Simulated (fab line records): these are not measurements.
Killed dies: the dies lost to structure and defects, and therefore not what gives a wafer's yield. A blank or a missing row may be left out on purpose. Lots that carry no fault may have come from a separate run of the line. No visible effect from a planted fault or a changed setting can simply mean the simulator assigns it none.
A struck lot beside a sound one | flow sky130 | 14 steps out of a route of 708
Sound: wafers L226.2, L226.4, L226.5. Wafers struck: L243.3, L243.4, L243.5. The cause is named last.
Order at every step that has rows: each side's tool, ch and its chambers, its first start. Under that, the readings that differ: sound wafers | struck wafers | difference of the means | sigmas: that difference in standard deviations of wafers without a fault.
alike: readings with means less than 2 such deviations apart, plus words and numbers identical on both sides. not compared: withheld readings, readings lacking a value on some wafer, bounds such as >300 that could conceal the same value, and numbers that have no deviation in the record and whose values overlap.
The two part at a step that has a row with sigmas, a row that says differs or no value, or rows on one side only. Numbers that have no deviation but don't overlap get no sigmas and don't part them. A reading that every wafer of one side lacks parts them only if that side has two wafers or more.

SKY_CONTACT_CMP_04: polishes SiO2.
  sound on cmp-02 ch 0,2, day 30 15:14; struck on cmp-02 ch 1,3, day 36 12:10
  alike: motor-current-A, time-to-endpoint-s
SKY_CONTACT_BOW_MEAS_05:
  struck on film-metro-04, day 36 12:30; sound on film-metro-02, day 30 15:33
  alike: CONTACT_BOW
then, 8 steps without rows for these wafers: SKY_CONTACT_DEHYDRATE_06 (time 60 s); SKY_CONTACT_HMDS_07 (prime time 60 s); SKY_CONTACT_COAT_08 (resist thk 60 nm); SKY_CONTACT_COAT_09 (resist thk 450 nm); SKY_CONTACT_SOFTBAKE_10 (time 90 s); SKY_CONTACT_EXPOSE_11 (exposes mask CTM1, target cd 170 nm); SKY_CONTACT_PEB_12; SKY_CONTACT_DEVELOP_13 (develop time 60 s).
SKY_CONTACT_CD_MEAS_14: target cd 170 nm.
  struck on cd-sem-01, day 37 13:55; sound on cd-sem-01, day 31 18:59
  alike: cd-nm
SKY_CONTACT_OVL_MEAS_15:
  struck on overlay-02, day 37 14:00; sound on overlay-01, day 31 19:06
  reading          | sound | struck   | difference | sigmas
  CONTACT_OVL (nm) | 5 5 9 | -4 -4 -5 | -11        | -2
SKY_CONTACT_ETCH_16: etches BARC in N2/H2, stops on SiO2, time 45.9 s, target depth 60 nm.
  sound on rie-diel-02 ch 0,2,3, day 31 19:08; struck on rie-diel-02 ch 0,1, day 37 14:02
  reading                                        | sound             | struck            | difference | sigmas
  oes-product-au (a.u.)                          | 0.864 0.856 0.859 | 0.825 0.843 0.835 | -0.025     | -5
  run-length-s (s)                               | 74.25 73.82 74.12 | 76.46 76.59 76.64 | +2.50      | +9
  model.KrF-thick_of_CONTACT_COAT_09.thk-nm (nm) | 393.9 393.9 394.2 | 388.7 388.9 388.7 | -5.2       |
  alike: drypump-motor-current-A, n2-flow-sccm, throttle-valve-pct
  not compared: rf-hours-counter-h
SKY_CONTACT_ETCH_17: etches SiO2 in C4F8/O2/Ar, stops on Si3N4, target depth 340 nm.
  sound on rie-diel-02 ch 0,2,3, day 31 19:10; struck on rie-diel-02 ch 0,1, day 37 14:04
  alike: oes-product-au

## WHERE THEY PART
Last at SKY_CONTACT_ETCH_16 as far as this record goes, first at SKY_CONTACT_OVL_MEAS_15. Later steps at which nothing parts them and some readings are alike: SKY_CONTACT_ETCH_17.

WHY: the cause the simulator had injected
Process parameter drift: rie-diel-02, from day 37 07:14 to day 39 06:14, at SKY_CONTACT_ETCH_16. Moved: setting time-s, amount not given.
